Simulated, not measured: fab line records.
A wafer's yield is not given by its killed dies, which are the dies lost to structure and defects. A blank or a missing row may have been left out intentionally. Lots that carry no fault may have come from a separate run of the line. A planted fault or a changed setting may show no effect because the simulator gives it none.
fab line records	flow sfq_line
[record] lots = 6	wafers = 18	last_day = 88
route steps=325 shown JJ@197 M5@198 A5B@209
lots with no fault: from the same line, run without faults
start_h: the number of hours between the record's first day and the start of the first shown wafer of the lot	wait_h: how many hours have passed since the lot's step before this one	" repeats the value in the row above	L1.1+2: a row that stands for several wafers	- no value, or no start given	* or withheld: withheld	< > ~ a bound
route shown NAME@n: a module of which the file shows steps, and the number in the route of the first	usual: mean/standard deviation taken from wafers without a fault	same: alike in all rows	chamber/n: place in a boat	sites: each site's reading	_std_site: how widely they spread, as a standard deviation	_edge_site: outer sites' mean less inner sites'	radius_mm: how far each site lies from the wafer's centre	mask NAME#n: copy n	behind: the tool/chamber that last shaped the wafer	hold: why the lot went on hold/how many hours it stayed there/how the hold came to an end	device: names the non-switching transistor (n, p or np)	end of line: tests run on the same wafers once the route is complete	a step without rows: its recipe alone	killed: at the first sort, the dies lost to defects and structure; wafer yield is something else	map: per-die view of a wafer (x killed, . not killed, _ where there is no die)
set.NAME: setting as actually run; set.NAME@STEP: the setting as run at that earlier step	model.NAME: the simulator's own value behind a step, which no gauge read
a table for each step, a row for each wafer; lots at some steps of the route
services: when a tool's chamber went out of use (start_h, in hours from the record's first day, below 0 if earlier), for how many hours, and the reason
[[steps]]
[step SFQ_TRILAYER_JJ_CE_STRIP_SOLV_CLEAN_121]
[recipe] chemistry = NMP	temp_c = 70	time_s = 600
[step SFQ_TRILAYER_M5_LITHO_COAT_128]
[recipe] resist = BARC	spin_rpm = 3000	resist_thk_nm = 62
[step SFQ_TRILAYER_M5_LITHO_COAT_123]
[recipe] resist = KrF	spin_rpm = 3000	resist_thk_nm = 600
[step SFQ_TRILAYER_M5_LITHO_SOFTBAKE_127]
[recipe] temp_c = withheld	time_s = withheld	resist = KrF
[step SFQ_TRILAYER_M5_LITHO_EXPOSE_124]
[recipe] mask_id = M5	na = 0.6	source_shape = conventional	sigma_outer = 0.65	target_cd_nm = 700	dose_mj = 14.4
[step SFQ_TRILAYER_M5_LITHO_PEB_126]
[recipe] peb_temp_c = 115	peb_time_s = 60	resist = KrF
[step SFQ_TRILAYER_M5_LITHO_DEVELOP_125]
[recipe] time_s = 60	resist = KrF
[step SFQ_M5_OVL_MEAS_932]
[usual] M5_OVL = -2/4.2
lot.wafer	tool	chamber	start_h	wait_h	M5_OVL[nm]
L897.2	overlay-01	-	1163.41	0.1	4
L897.5	"	-	"	"	0
L897.6	"	-	"	"	6
L900.1	overlay-01	-	1249.64	0.1	0
L900.5	"	-	"	"	-1
L900.6	"	-	"	"	-6
L903.1	overlay-01	-	1412.25	0.1	-4
L903.3	"	-	"	"	-7
L903.5	"	-	"	"	-5
L904.2	overlay-01	-	1417.05	0.1	-4
L904.5	"	-	"	"	-6
L904.6	"	-	"	"	-3
L908.1	overlay-02	-	1462.50	0.1	4
L908.4	"	-	"	"	3
L908.6	"	-	"	"	0
L914.2	overlay-01	-	1656.12	0.1	-8
L914.5	"	-	"	"	-8
L914.6	"	-	"	"	-6
[step SFQ_TRILAYER_M5_BARC_OPEN_METAL_ETCH_161]
[recipe] mask_material = PR	chemistry = O2	target_depth_nm = 125	target = BARC	icp_w = 600	bias_w = 80	pressure_mtorr = 10	time_s = 41.7
[usual] bias_w = 79.95/0.24	drypump_motor_current_A = 5.50/0.26	oes_product_au = 0.685/0.005
[same] time_s = 41.7
lot.wafer	tool	chamber	start_h	wait_h	bias_w	drypump_motor_current_A	oes_product_au	rf_hours_counter_h
L897.2	rie_metal-01	0	1163.44	0.0	80.18	5.42	0.684	82
L897.5	"	0	"	"	80.05	5.42	0.680	-
L897.6	"	1	"	"	79.98	5.54	0.681	-
L900.1	rie_metal-01	0	1249.67	0.0	80.10	5.39	0.678	93
L900.5	"	1	"	"	80.11	5.58	0.676	-
L900.6	"	0	"	"	79.99	5.41	0.680	-
L903.1	rie_metal-03	1	1412.28	0.0	79.92	5.81	0.699	52
L903.3	"	0	"	"	79.73	5.16	0.685	-
L903.5	"	0	"	"	80.00	5.17	0.689	-
L904.2	rie_metal-01	1	1417.08	0.0	79.79	5.60	0.688	73
L904.5	"	1	"	"	79.86	5.55	0.689	-
L904.6	"	0	"	"	80.26	5.40	0.686	-
L908.1	rie_metal-02	0	1462.53	0.0	79.90	5.21	0.685	90
L908.4	"	1	"	"	79.96	5.84	0.688	-
L908.6	"	1	"	"	79.90	5.82	0.688	-
L914.2	rie_metal-02	0	1656.15	0.0	80.05	5.24	0.682	112
L914.5	"	1	"	"	79.72	5.82	0.686	-
L914.6	"	0	"	"	79.95	5.22	0.677	-
[step SFQ_TRILAYER_M5_ETCH_METAL_ETCH_126]
[recipe] target = Nb	stop_on = SiO2	mask_material = PR	over_etch_frac = 0.15	time_s = 203.2	chemistry = Cl2/BCl3	target_depth_nm = 265	icp_w = 600	bias_w = 80	pressure_mtorr = 10
[usual] bias_w = 79.98/0.22	drypump_motor_current_A = 5.51/0.26	oes_product_au = 0.727/0.0069
[same] time_s = 203.2
lot.wafer	tool	chamber	start_h	wait_h	bias_w	drypump_motor_current_A	oes_product_au	rf_hours_counter_h
L897.2	rie_metal-01	0	1163.50	0.0	79.43	5.42	0.727	82
L897.5	"	0	"	"	79.80	5.40	0.734	-
L897.6	"	1	"	"	80.15	5.58	0.722	-
L900.1	rie_metal-01	0	1249.73	0.0	80.25	5.45	0.733	93
L900.5	"	1	"	"	79.78	5.57	0.737	-
L900.6	"	0	"	"	79.93	5.46	0.732	-
L903.1	rie_metal-03	1	1412.34	0.0	80.09	5.79	0.731	52
L903.3	"	0	"	"	80.17	5.15	0.747	-
L903.5	"	0	"	"	79.54	5.16	0.732	-
L904.2	rie_metal-01	1	1417.14	0.0	79.85	5.60	0.724	73
L904.5	"	1	"	"	79.92	5.61	0.723	-
L904.6	"	0	"	"	79.70	5.43	0.724	-
L908.1	rie_metal-02	0	1462.59	0.0	80.11	5.21	0.736	90
L908.4	"	1	"	"	80.18	5.82	0.719	-
L908.6	"	1	"	"	80.22	5.81	0.732	-
L914.2	rie_metal-02	0	1656.20	0.0	80.35	5.21	0.720	113
L914.5	"	1	"	"	79.77	5.83	0.713	-
L914.6	"	0	"	"	79.95	5.22	0.721	-
[step SFQ_TRILAYER_M5_STRIP_STRIP_127]
[recipe] gas = O2	power_w = 200	platen_temp_c = 40	overash_fraction = 0.65	chemistry = O2	pressure_mtorr = 50
[usual] drypump_motor_current_A = 5.50/0.27	oes_product_au = 1.001/0.0081
lot.wafer	tool	chamber	start_h	wait_h	drypump_motor_current_A	oes_product_au	rf_hours_counter_h
L897.2	rie_metal-01	0	1163.70	0.1	5.42	0.990	83
L897.5	"	0	"	"	5.41	0.995	-
L897.6	"	1	"	"	5.56	0.998	-
L900.1	rie_metal-01	0	1249.93	0.1	5.37	0.994	94
L900.5	"	1	"	"	5.58	1.002	-
L900.6	"	0	"	"	5.41	0.995	-
L903.1	rie_metal-03	1	1412.54	0.1	5.79	1.020	52
L903.3	"	0	"	"	5.20	1.006	-
L903.5	"	0	"	"	5.16	1.005	-
L904.2	rie_metal-01	1	1417.34	0.1	5.57	1.000	73
L904.5	"	1	"	"	5.56	1.002	-
L904.6	"	0	"	"	5.38	0.997	-
L908.1	rie_metal-02	0	1462.79	0.1	5.22	1.003	91
L908.4	"	1	"	"	5.80	0.999	-
L908.6	"	1	"	"	5.81	1.000	-
L914.2	rie_metal-02	0	1656.40	0.1	5.21	0.999	113
L914.5	"	1	"	"	5.83	1.004	-
L914.6	"	0	"	"	5.23	0.998	-
[step SFQ_TRILAYER_M5_STRIP_SOLV_CLEAN_128]
[recipe] chemistry = NMP	temp_c = 70	time_s = 600
[step SFQ_TRILAYER_A5B_DEP_PECVD_129]
[recipe] material = SiO2	temp_c = 150	time_s = 133.33	pressure_torr = 2.4	rf_w = 183.3	precursor = SiH4/N2O	target_thk_nm = 600
[usual] chamber_pressure_Torr = 2.400/0.0052	heater_power_w = 89/16	rf_fwd_power_W = 182.3/0.57	throttle_valve_pct = 24.1/1.1
[same] time_s = 133.33
lot.wafer	tool	chamber	start_h	wait_h	chamber_pressure_Torr	heater_power_w	rf_fwd_power_W	throttle_valve_pct	model.SiO2_of_TRILAYER_A5B_DEP_PECVD_129.thk_nm
L897.2	pecvd-03	1	1164.47	0.0	2.397	65	183.7	23.2	590.6
L897.5	"	1	"	"	2.393	69	182.8	23.6	598.6
L897.6	"	0	"	"	2.402	82	182.9	23.3	608.3
L900.1	pecvd-04	0	1250.70	0.0	2.403	82	182.6	24.8	593.8
L900.5	"	0	"	"	2.401	84	182.6	25.0	600.2
L900.6	"	2	"	"	2.403	79	182.2	22.7	612.9
L903.1	pecvd-03	0	1413.31	0.0	2.396	95	153.5	21.6	563.3
L903.3	"	2	"	"	2.393	107	181.8	24.3	595.5
L903.5	"	0	"	"	2.399	81	152.3	21.6	576
L904.2	pecvd-03	2	1418.11	0.0	2.396	115	182.1	24.6	602.2
L904.5	"	0	"	"	2.394	88	153.5	21.9	572.5
L904.6	"	2	"	"	2.403	116	181.9	24.5	606.6
L908.1	pecvd-04	0	1463.56	0.0	2.396	84	182.0	25.8	596.4
L908.4	"	2	"	"	2.402	92	182.3	23.4	612.8
L908.6	"	0	"	"	2.391	88	182.4	25.5	599.1
L914.2	pecvd-04	2	1657.17	0.0	2.397	90	182.8	23.4	607.5
L914.5	"	1	"	"	2.401	110	182.5	24.8	603
L914.6	"	0	"	"	2.399	88	183.0	26.2	605
[step SFQ_TRILAYER_A5B_CMP_CMP_130]
[recipe] stop_on = Nb	down_force_psi = 3	platen_rpm = 60	target_thk_nm = 340.7
[usual] motor_current_A = 10.1/0.86
lot.wafer	tool	chamber	start_h	wait_h	motor_current_A
L897.2	cmp-01	3	1191.27	26.7	10.6
L897.6	"	0	"	"	9.1
L897.5	"	1	"	"	11.1
L900.1	cmp-02	2	1263.15	12.4	9.4
L900.5	"	0	1264.15	13.4	9.6
L900.6	"	1	"	"	10.1
L903.1	cmp-02	3	1413.40	0.0	11.5
L903.3	"	2	1414.90	1.5	9.1
L903.5	"	3	"	"	11.5
L904.2	cmp-01	3	1420.22	2.1	10.7
L904.6	"	0	"	"	8.7
L904.5	"	1	"	"	11.5
L908.1	cmp-02	3	1463.65	0.0	12.0
L908.4	"	1	1464.65	1.0	10.0
L908.6	"	3	1465.65	2.0	11.8
L914.2	cmp-02	0	1659.28	2.1	9.8
L914.5	"	1	"	"	10.4
L914.6	"	2	"	"	9.6
[[services]]
tool	chamber	start_h	hours	kind
pecvd-04	2	1141.75	22.5	repair
cmp-02	-	1152.82	1.3	repair
pecvd-03	-	1174.98	14.6	pm
rie_metal-01	1	1183.37	1.2	repair
pecvd-04	-	1259.20	1.6	repair
pecvd-04	-	1259.63	1.3	repair
rie_metal-02	-	1298.99	0.2	repair
pecvd-03	-	1316.75	14.0	pm
cmp-02	-	1339.95	1.6	repair
rie_metal-02	0	1361.22	2.4	repair
pecvd-04	-	1371.98	0.9	repair
rie_metal-02	1	1387.53	2.1	repair
cmp-02	-	1400.46	1.4	repair
pecvd-04	-	1428.17	4.3	pm
cmp-02	-	1431.92	4.0	pm
cmp-02	-	1434.76	2.1	repair
pecvd-03	2	1450.05	3.8	repair
cmp-02	-	1452.70	0.7	repair
rie_metal-01	1	1464.32	3.7	repair
cmp-02	-	1474.78	4.3	pm
rie_metal-02	0	1476.11	10.8	repair
rie_metal-02	-	1576.83	2.8	pm
cmp-02	-	1579.87	13.8	pm
cmp-02	-	1593.75	1.0	repair
[[key]]
[first_sign] step = SFQ_TRILAYER_A5B_DEP_PECVD_129	reading = rf_fwd_power_W	direction = down	sigmas = 51	usual = 182.3	struck = 153.1
effect none on later readings
[model_effect] step = SFQ_TRILAYER_A5B_DEP_PECVD_129	value = SiO2_of_TRILAYER_A5B_DEP_PECVD_129.thk_nm	without = 601.3	struck = 570.6
met_at SFQ_TRILAYER_A5B_DEP_PECVD_129
struck_wafers L903.1,L903.5,L904.5
onset_between 1164.47 1413.31
[fault] kind = process_parameter_drift	tool = pecvd-03	chamber = 0	onset_h = 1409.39	steps = SFQ_TRILAYER_A5B_DEP_PECVD_129	channel = rf_w	offset = -29.328	shape = step	end_h = 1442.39	acts_in = these_recipes_only	stated = 183.3
